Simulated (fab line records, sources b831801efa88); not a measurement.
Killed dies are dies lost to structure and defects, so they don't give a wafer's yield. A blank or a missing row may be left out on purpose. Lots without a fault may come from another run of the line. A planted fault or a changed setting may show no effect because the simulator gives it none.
Tool commonality check | flow gf180mcu | 12 lots, 42 wafers sampled

WHY IT WAS OPENED
At GF_VT_IMPLANT_RS_MEAS_46 the reading MVSD_RS is flagged on 2 of 12 lots. Wafers without a fault read 456.7 ohm/sq, standard deviation 1.1.
Rule: a lot is flagged when every wafer of it that has a number lies more than 4 standard deviations from that mean, or none has a number. The other lots count as sound.

lot  | measured     | on            | MVSD_RS (ohm/sq), wafer by wafer    | flag
L982 | day 7 20:34  | film_metro-03 | 455.7 457.8 457.8                   |
L983 | day 7 23:09  | film_metro-03 | 456.9 456.4 456.6                   |
L985 | day 8 16:20  | film_metro-03 | 458.3 457.0 456.2                   |
L986 | day 8 20:10  | film_metro-01 | 455.8 456.8 457.0                   |
L987 | day 9 04:01  | film_metro-01 | 455.3 457.2 457.2                   |
L988 | day 9 13:09  | film_metro-01 | 458.8 457.9 458.2                   |
L989 | day 9 15:52  | film_metro-04 | 443.8 442.4 442.2 443.6 442.5 442.3 | FLAGGED
L992 | day 10 15:25 | film_metro-04 | 444.3 443.2 443.9 443.8 442.9 443.9 | FLAGGED
L999 | day 12 14:47 | film_metro-03 | 454.1 453.3 453.7                   |
L101 | day 13 04:44 | film_metro-04 | 458.4 457.2 455.9                   |
L103 | day 13 15:48 | film_metro-04 | 458.3 458.7 458.2                   |
L104 | day 14 02:58 | film_metro-03 | 456.0 457.5 457.3                   |
The numbers of the flagged lots are 443.2 ohm/sq on average: -13.5 ohm/sq against the usual, or -12 standard deviations.

WHICH TOOL RAN EACH LOT
The record holds 1 process step before the reading, out of a route of 602 steps. In each cell: the tool, then ch and the chambers that the sampled wafers went through, then the start.
lot  | flag    | GF_MVSD_IMPLANT_08
L982 |         | implanter-04 ch 0, day 4 17:47
L983 |         | implanter-01 ch 0, day 4 19:53
L985 |         | implanter-04 ch 0, day 5 10:58
L986 |         | implanter-02 ch 0, day 5 14:20
L987 |         | implanter-02 ch 0, day 5 20:44
L988 |         | implanter-04 ch 0, day 6 03:08
L989 | FLAGGED | implanter-02 ch 0, day 6 05:58
L992 | FLAGGED | implanter-02 ch 0, day 7 01:40
L999 |         | implanter-04 ch 0, day 8 19:07
L101 |         | implanter-01 ch 0, day 9 07:47
L103 |         | implanter-01 ch 0, day 9 18:23
L104 |         | implanter-02 ch 0, day 10 05:22
What these steps do:
- GF_MVSD_IMPLANT_08
- GF_VT_IMPLANT_RS_MEAS_46: measures by four-point-probe.

FLAGGED OVER TOTAL, TOOL BY TOOL (the gauges that took the reading come last)
step                     | tool          | lots run | flagged | share of the flagged lots | sound lots run after its first flagged lot
GF_MVSD_IMPLANT_08       | implanter-01  | 3        | 0       | none                      | -
GF_MVSD_IMPLANT_08       | implanter-02  | 5        | 2       | all                       | 1 (L104)
GF_MVSD_IMPLANT_08       | implanter-04  | 4        | 0       | none                      | -
GF_VT_IMPLANT_RS_MEAS_46 | film_metro-01 | 3        | 0       | none                      | -
GF_VT_IMPLANT_RS_MEAS_46 | film_metro-03 | 5        | 0       | none                      | -
GF_VT_IMPLANT_RS_MEAS_46 | film_metro-04 | 4        | 2       | all                       | 2 (L101,L103)

WHAT THE TABLE ALLOWS
2 rows of the table ran every flagged lot: implanter-02 at GF_MVSD_IMPLANT_08, film_metro-04 at GF_VT_IMPLANT_RS_MEAS_46.
- implanter-02 at GF_MVSD_IMPLANT_08: 2 of its 5 lots flagged. Sound lots ran on it after the first flagged one (L104), which a lasting fault on the whole tool wouldn't allow. Its own readings lie more than 4 standard deviations out on every wafer of the flagged lots: beam_energy_keV.
- film_metro-04 at GF_VT_IMPLANT_RS_MEAS_46: 2 of its 4 lots flagged. Sound lots ran on it after the first flagged one (L101, L103), which a lasting fault on the whole tool wouldn't allow.
No row of the table ran every flagged lot and no sound lot after the first.

WHAT THE SIMULATOR HAD PUT IN
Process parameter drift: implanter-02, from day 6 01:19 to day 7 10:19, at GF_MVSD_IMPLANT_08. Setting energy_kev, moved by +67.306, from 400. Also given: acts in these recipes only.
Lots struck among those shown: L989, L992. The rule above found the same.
